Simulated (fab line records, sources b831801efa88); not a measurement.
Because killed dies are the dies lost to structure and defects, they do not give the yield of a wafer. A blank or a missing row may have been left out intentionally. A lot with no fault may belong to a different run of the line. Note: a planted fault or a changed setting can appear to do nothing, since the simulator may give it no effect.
fab line records    flow gf180mcu
record lots=10  wafers=30  last_day=34
route steps=602 shown MIM@504 M5@534
lots that met no fault: from a run of the same line without faults
start_h: start of the lot's first displayed wafer, in hours after the record's first day    wait_h: time in hours since the lot's previous step    " identical to the entry in the row above    L1.1+2: several wafers, shown together as one row    - value missing, or start not given    * or withheld: withheld    < > ~ a bound
route shown NAME@n: names a module that has steps shown in the file, with the first one's number in the route    usual: mean and standard deviation over wafers with no fault    same: alike in all rows    chamber/n: place in a boat    sites: the reading at each site    _std_site: how widely they spread, as a standard deviation    _edge_site: mean of outer sites minus mean of inner sites    radius_mm: for every site, how far away it sits from the centre of the wafer    mask NAME#n: copy n    behind: the tool/chamber that last shaped the wafer    hold: why the lot was held/for how many hours/how that ended    device: whichever transistor did not switch (one of n, p or np)    end of line: the route-end tests of the same wafers    for a step that has no rows: nothing shown but its recipe    killed: dies lost to structure and defects at the first sort, not the wafer's yield    map: a wafer's dies, marking killed ones x, the rest . and places with no die _
set.NAME: the setting as run; set.NAME@STEP: as run at that earlier step    model.NAME: the simulator's own value behind a step, which no gauge read
route steps across a sampled set of lots; one table per step, one row per wafer
services: from which hour (start_h, from the record's first day; less than 0 if before it) a tool's chamber was out of use, for how many hours, and why
## steps
# step GF_MIM_SPUTTER_01
# recipe material=TiN  target_thk_nm=30  power_w=6500  time_s=25  chamber_pressure_pa=0.4
# usual throttle_valve_pct=30.4/1.1
lot.wafer  tool            chamber  start_h  wait_h  throttle_valve_pct
L109.3     pvd_sputter-01  -        569.40   0.1     29.1
L109.4     "               -        "        "       29.9
L109.6     "               -        "        "       29.2
L111.3     pvd_sputter-01  -        578.44   0.1     29.1
L111.5     "               -        "        "       30.1
L111.6     "               -        "        "       29.0
L113.1     pvd_sputter-02  -        595.10   0.1     32.6
L113.3     "               -        "        "       29.5
L113.4     "               -        "        "       31.1
L120.1     pvd_sputter-02  -        648.38   0.1     29.8
L120.2     "               -        "        "       30.3
L120.6     "               -        "        "       30.2
L122.3     pvd_sputter-01  -        667.75   0.1     30.6
L122.4     "               -        "        "       28.9
L122.6     "               -        "        "       30.7
L124.1     pvd_sputter-03  -        681.57   0.1     31.5
L124.4     "               -        "        "       31.4
L124.6     "               -        "        "       31.4
L126.1     pvd_sputter-03  -        690.03   0.1     27.7
L126.2     "               -        "        "       30.5
L126.5     "               -        "        "       31.2
L127.1     pvd_sputter-03  -        695.08   0.1     27.6
L127.2     "               -        "        "       31.4
L127.4     "               -        "        "       31.7
L130.1     pvd_sputter-03  -        715.88   0.1     27.9
L130.2     "               -        "        "       31.5
L130.6     "               -        "        "       30.4
L132.3     pvd_sputter-01  -        729.36   0.1     30.1
L132.4     "               -        "        "       30.2
L132.6     "               -        "        "       29.8
# step GF_MIM_SPUTTER_08
# recipe material=AlCu  target_thk_nm=200  power_w=10600  time_s=10.6  chamber_pressure_pa=0.4
# usual throttle_valve_pct=30.2/1.4
lot.wafer  tool            chamber  start_h  wait_h  throttle_valve_pct
L109.3     pvd_sputter-03  -        569.66   0.0     28.0
L109.4     "               -        "        "       30.6
L109.6     "               -        "        "       27.6
L111.3     pvd_sputter-03  -        578.70   0.0     30.4
L111.5     "               -        "        "       27.7
L111.6     "               -        "        "       30.5
L113.1     pvd_sputter-01  -        595.36   0.0     29.3
L113.3     "               -        "        "       30.3
L113.4     "               -        "        "       29.8
L120.1     pvd_sputter-03  -        648.63   0.0     27.6
L120.2     "               -        "        "       31.2
L120.6     "               -        "        "       27.9
L122.3     pvd_sputter-03  -        668.01   0.0     27.3
L122.4     "               -        "        "       31.2
L122.6     "               -        "        "       31.4
L124.1     pvd_sputter-01  -        681.83   0.0     29.4
L124.4     "               -        "        "       30.7
L124.6     "               -        "        "       30.3
L126.1     pvd_sputter-02  -        690.29   0.0     31.0
L126.2     "               -        "        "       30.0
L126.5     "               -        "        "       31.0
L127.1     pvd_sputter-02  -        695.34   0.0     30.3
L127.2     "               -        "        "       31.1
L127.4     "               -        "        "       32.7
L130.1     pvd_sputter-01  -        716.13   0.0     29.4
L130.2     "               -        "        "       29.9
L130.6     "               -        "        "       30.3
L132.3     pvd_sputter-03  -        729.61   0.0     30.5
L132.4     "               -        "        "       31.4
L132.6     "               -        "        "       30.3
# step GF_MIM_RS_MEAS_10
# recipe thk_meas_gauge=four-point-probe  reads=TiN_of_MIM_SPUTTER_09+AlCu_of_MIM_SPUTTER_08+TiN_of_MIM_SPUTTER_07
# usual MIM_ALCU_RS=0.1614/0.0019
lot.wafer  tool           chamber  start_h  wait_h  MIM_ALCU_RS[ohm/sq]
L109.3     film_metro-01  -        569.75   0.1     0.1635
L109.4     "              -        "        "       0.1613
L109.6     "              -        "        "       0.1630
L111.3     film_metro-02  -        578.80   0.1     0.1586
L111.5     "              -        "        "       0.1595
L111.6     "              -        "        "       0.1592
L113.1     film_metro-03  -        595.41   0.0     0.1613
L113.3     "              -        "        "       0.1609
L113.4     "              -        "        "       0.1629
L120.1     film_metro-01  -        648.69   0.0     0.1632
L120.2     "              -        "        "       0.1642
L120.6     "              -        "        "       0.2159
L122.3     film_metro-01  -        668.10   0.1     0.1613
L122.4     "              -        "        "       0.2197
L122.6     "              -        "        "       0.2162
L124.1     film_metro-03  -        681.88   0.0     0.1625
L124.4     "              -        "        "       0.1624
L124.6     "              -        "        "       0.1622
L126.1     film_metro-03  -        690.34   0.0     0.1646
L126.2     "              -        "        "       0.1630
L126.5     "              -        "        "       0.1637
L127.1     film_metro-03  -        695.39   0.0     0.1618
L127.2     "              -        "        "       0.1622
L127.4     "              -        "        "       0.1598
L130.1     film_metro-01  -        716.19   0.0     0.1621
L130.2     "              -        "        "       0.1607
L130.6     "              -        "        "       0.1598
L132.3     film_metro-03  -        729.71   0.1     0.1607
L132.4     "              -        "        "       0.1606
L132.6     "              -        "        "       0.1595
# step GF_MIM_THK_MEAS_11
# recipe thk_meas_gauge=xrf  reads=AlCu_of_MIM_SPUTTER_08
# usual MIM_ALCU_THK=196.2/2.5
lot.wafer  tool           chamber  start_h  wait_h  MIM_ALCU_THK[nm]
L109.3     film_metro-01  -        569.85   0.1     194.5
L109.4     "              -        "        "       197.4
L109.6     "              -        "        "       194.6
L111.3     film_metro-02  -        578.90   0.1     199.7
L111.5     "              -        "        "       198.0
L111.6     "              -        "        "       198.2
L113.1     film_metro-03  -        595.53   0.1     195.9
L113.3     "              -        "        "       196.7
L113.4     "              -        "        "       195.0
L120.1     film_metro-01  -        648.81   0.1     194.3
L120.2     "              -        "        "       193.3
L120.6     "              -        "        "       149.5
L122.3     film_metro-01  -        668.20   0.1     196.7
L122.4     "              -        "        "       146.4
L122.6     "              -        "        "       148.7
L124.1     film_metro-03  -        682.00   0.1     194.4
L124.4     "              -        "        "       194.9
L124.6     "              -        "        "       194.4
L126.1     film_metro-03  -        690.46   0.1     191.5
L126.2     "              -        "        "       193.8
L126.5     "              -        "        "       191.9
L127.1     film_metro-03  -        695.51   0.1     194.3
L127.2     "              -        "        "       194.9
L127.4     "              -        "        "       198.0
L130.1     film_metro-01  -        716.31   0.1     195.3
L130.2     "              -        "        "       195.5
L130.6     "              -        "        "       198.7
L132.3     film_metro-03  -        729.81   0.1     198.1
L132.4     "              -        "        "       198.4
L132.6     "              -        "        "       199.0
# step GF_MIM_METAL_ETCH_19
# recipe chemistry=Cl2/BCl3  mask_material=NOVOLAK  stop_on=Si3N4  target_depth_nm=324.5  pressure_mtorr=8  icp_w=800  bias_w=140  Cl2_flow_sccm=80  bcl3_flow_sccm=40  time_s=54.1
# usual drypump_motor_current_A=5.68/0.23  oes_product_au=0.938/0.0061  rf_fwd_power_W=792/3.2  throttle_valve_pct=28.288/0.0096
lot.wafer  tool          chamber  start_h  wait_h  drypump_motor_current_A  oes_product_au  rf_fwd_power_W  rf_hours_counter_h  throttle_valve_pct
L109.3     rie_metal-02  1        591.46   0.1     5.76                     0.933           791             -                   28.284
L109.4     "             0        "        "       5.67                     0.942           793             -                   28.296
L109.6     "             0        "        "       5.68                     0.933           794             -                   28.289
L111.3     rie_metal-03  1        599.94   0.1     5.48                     0.950           790             -                   28.279
L111.5     "             1        "        "       5.51                     0.939           789             -                   28.268
L111.6     "             0        "        "       5.61                     0.948           790             -                   28.283
L113.1     rie_metal-03  0        615.54   0.1     5.64                     0.934           791             4                   28.295
L113.3     "             0        "        "       5.63                     0.940           789             -                   28.283
L113.4     "             1        "        "       5.53                     0.931           786             -                   28.276
L120.1     rie_metal-04  0        667.96   0.1     6.17                     0.942           790             4                   28.298
L120.2     "             1        "        "       5.42                     0.938           793             0                   28.288
L120.6     "             1        "        "       5.42                     0.851           797             -                   28.371
L122.3     rie_metal-04  1        687.06   0.1     5.45                     0.929           797             -                   28.294
L122.4     "             0        "        "       6.17                     0.841           790             -                   28.404
L122.6     "             0        "        "       6.14                     0.852           792             -                   28.391
L124.1     rie_metal-02  0        700.43   0.1     5.67                     0.940           792             12                  28.291
L124.4     "             1        "        "       5.74                     0.928           790             -                   28.288
L124.6     "             1        "        "       5.75                     0.944           795             -                   28.281
L126.1     rie_metal-04  0        708.83   0.1     6.14                     0.926           789             5                   28.297
L126.2     "             1        "        "       5.45                     0.935           794             2                   28.286
L126.5     "             1        "        "       5.45                     0.939           794             -                   28.291
L127.1     rie_metal-03  1        714.03   0.1     5.54                     0.933           786             13                  28.287
L127.2     "             0        "        "       5.65                     0.935           792             8                   28.284
L127.4     "             0        "        "       5.61                     0.939           795             -                   28.288
L130.1     rie_metal-02  0        734.31   0.1     5.67                     0.933           796             14                  28.293
L130.2     "             0        "        "       5.66                     0.936           793             -                   28.294
L130.6     "             0        "        "       5.66                     0.939           794             -                   28.275
L132.3     rie_metal-03  1        746.68   0.1     5.54                     0.933           792             -                   28.286
L132.4     "             0        "        "       5.65                     0.939           792             -                   28.281
L132.6     "             1        "        "       5.50                     0.938           790             -                   28.301
# step GF_M5_OVL_MEAS_08
# usual M5_OVL=4/4.9
lot.wafer  tool        chamber  start_h  wait_h  M5_OVL[nm]
L109.3     overlay-01  -        612.59   0.1     4
L109.4     "           -        "        "       1
L109.6     "           -        "        "       7
L111.3     overlay-01  -        620.93   0.1     9
L111.5     "           -        "        "       11
L111.6     "           -        "        "       14
L113.1     overlay-02  -        636.98   0.1     0
L113.3     "           -        "        "       6
L113.4     "           -        "        "       0
L120.1     overlay-02  -        688.10   0.1     7
L120.2     "           -        "        "       11
L120.6     "           -        "        "       6
L122.3     overlay-02  -        706.79   0.1     -6
L122.4     "           -        "        "       5
L122.6     "           -        "        "       5
L124.1     overlay-02  -        718.97   0.1     9
L124.4     "           -        "        "       12
L124.6     "           -        "        "       13
L126.1     overlay-01  -        727.28   0.1     7
L126.2     "           -        "        "       2
L126.5     "           -        "        "       2
L127.1     overlay-02  -        731.43   0.1     5
L127.2     "           -        "        "       -2
L127.4     "           -        "        "       -2
L130.1     overlay-02  -        751.53   0.1     -2
L130.2     "           -        "        "       8
L130.6     "           -        "        "       6
L132.3     overlay-02  -        764.23   0.1     1
L132.4     "           -        "        "       1
L132.6     "           -        "        "       -4
# step GF_M5_METAL_ETCH_10
# recipe chemistry=Cl2/BCl3  mask_material=KrF  target_depth_nm=750.8  stop_on=SiO2  pressure_mtorr=8  icp_w=800  bias_w=140  Cl2_flow_sccm=80  bcl3_flow_sccm=40  time_s=125.1
# usual drypump_motor_current_A=5.82/0.24  oes_product_au=0.989/0.0066  rf_fwd_power_W=795.8/2.9  throttle_valve_pct=28.230/0.012
lot.wafer  tool          chamber  start_h  wait_h  drypump_motor_current_A  oes_product_au  rf_fwd_power_W  rf_hours_counter_h  throttle_valve_pct
L109.3     rie_metal-02  1        612.68   0.1     5.75                     0.994           794.8           -                   28.219
L109.4     "             0        "        "       5.68                     0.991           794.3           -                   28.236
L109.6     "             0        "        "       5.68                     0.988           797.2           -                   28.222
L111.3     rie_metal-04  1        621.02   0.1     5.45                     0.993           798.3           -                   28.220
L111.5     "             0        "        "       6.16                     0.987           795.2           -                   28.226
L111.6     "             1        "        "       5.46                     0.995           794.8           -                   28.222
L113.1     rie_metal-02  1        637.04   0.0     5.75                     0.988           796.1           13                  28.235
L113.3     "             0        "        "       5.66                     0.988           796.2           -                   28.237
L113.4     "             1        "        "       5.76                     0.998           796.5           -                   28.236
L120.1     rie_metal-02  0        688.16   0.0     5.68                     0.994           796.6           11                  28.238
L120.2     "             1        "        "       5.73                     0.984           794.8           15                  28.236
L120.6     "             0        "        "       5.67                     0.996           794.9           -                   28.240
L122.3     rie_metal-01  0        706.88   0.1     6.16                     0.995           792.1           -                   28.216
L122.4     "             1        "        "       6.11                     0.995           796.9           -                   28.213
L122.6     "             0        "        "       6.15                     0.998           791.5           -                   28.220
L124.1     rie_metal-04  0        719.03   0.0     6.17                     0.986           795.3           5                   28.246
L124.4     "             0        "        "       6.19                     0.979           794.0           -                   28.237
L124.6     "             0        "        "       6.19                     0.980           793.6           -                   28.230
L126.1     rie_metal-04  0        727.34   0.0     6.18                     0.971           791.7           6                   28.265
L126.2     "             1        "        "       5.46                     0.990           792.1           3                   28.218
L126.5     "             1        "        "       5.45                     0.994           798.2           -                   28.231
L127.1     rie_metal-02  0        731.49   0.0     5.67                     0.989           792.6           13                  28.232
L127.2     "             0        "        "       5.67                     1.004           794.0           -                   28.238
L127.4     "             0        "        "       5.67                     0.986           795.2           -                   28.241
L130.1     rie_metal-01  1        751.59   0.0     6.11                     0.996           795.6           7                   28.226
L130.2     "             0        "        "       6.17                     0.982           788.1           2                   28.246
L130.6     "             0        "        "       6.17                     0.988           786.9           -                   28.236
L132.3     rie_metal-02  0        764.32   0.1     5.66                     0.986           799.5           -                   28.240
L132.4     "             1        "        "       5.74                     0.993           795.7           -                   28.228
L132.6     "             0        "        "       5.67                     0.982           799.0           -                   28.237
## services
tool            chamber  start_h  hours  kind
rie_metal-03    1        548.99   2.0    repair
rie_metal-02    0        567.37   9.2    repair
pvd_sputter-03  3        606.41   -      consumable_replace:kit
pvd_sputter-03  3        606.41   18.0   scheduled_down
pvd_sputter-03  3        606.41   18.0   vent_cycle
pvd_sputter-02  -        623.37   4.4    repair
pvd_sputter-02  -        628.58   6.3    repair
pvd_sputter-01  -        636.76   1.4    repair
pvd_sputter-01  0        639.97   -      consumable_replace:kit
pvd_sputter-01  0        639.97   18.0   scheduled_down
pvd_sputter-01  0        639.97   18.0   vent_cycle
rie_metal-02    1        709.97   -      clean
rie_metal-02    1        709.97   30.0   scheduled_down
rie_metal-02    1        709.97   30.0   vent_cycle
pvd_sputter-03  2        711.77   -      consumable_replace:kit
pvd_sputter-03  2        711.77   18.0   scheduled_down
pvd_sputter-03  2        711.77   18.0   vent_cycle
pvd_sputter-03  -        720.48   2.3    repair
rie_metal-04    -        730.35   0.8    repair
pvd_sputter-03  -        735.91   7.8    repair
rie_metal-04    -        745.41   2.8    pm
pvd_sputter-01  3        759.89   -      consumable_replace:kit
pvd_sputter-01  3        759.89   18.0   scheduled_down
pvd_sputter-01  3        759.89   18.0   vent_cycle
## key
first_sign step=GF_MIM_RS_MEAS_10  reading=MIM_ALCU_RS  direction=up  sigmas=29  usual=0.1614  struck=0.2173
effect step=GF_MIM_THK_MEAS_11  reading=MIM_ALCU_THK  direction=down  sigmas=19  usual=196.2  struck=148.2
effect step=GF_MIM_METAL_ETCH_19  reading=oes_product_au  direction=down  sigmas=15  usual=0.938  struck=0.848
met_at GF_MIM_SPUTTER_08
struck_lots L120,L122
struck_wafers L120.6,L122.4,L122.6
not_acting_at GF_MIM_SPUTTER_01,GF_M5_OVL_MEAS_08,GF_M5_METAL_ETCH_10
onset_between 578.70 648.63
fault kind=process_parameter_drift  tool=pvd_sputter-03  chamber=-  onset_h=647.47  steps=GF_MIM_SPUTTER_08  channel=target_thk_nm  offset=-48.056  shape=step  end_h=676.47  scope=struck_wafers_only  acts_in=these_recipes_only  stated=200
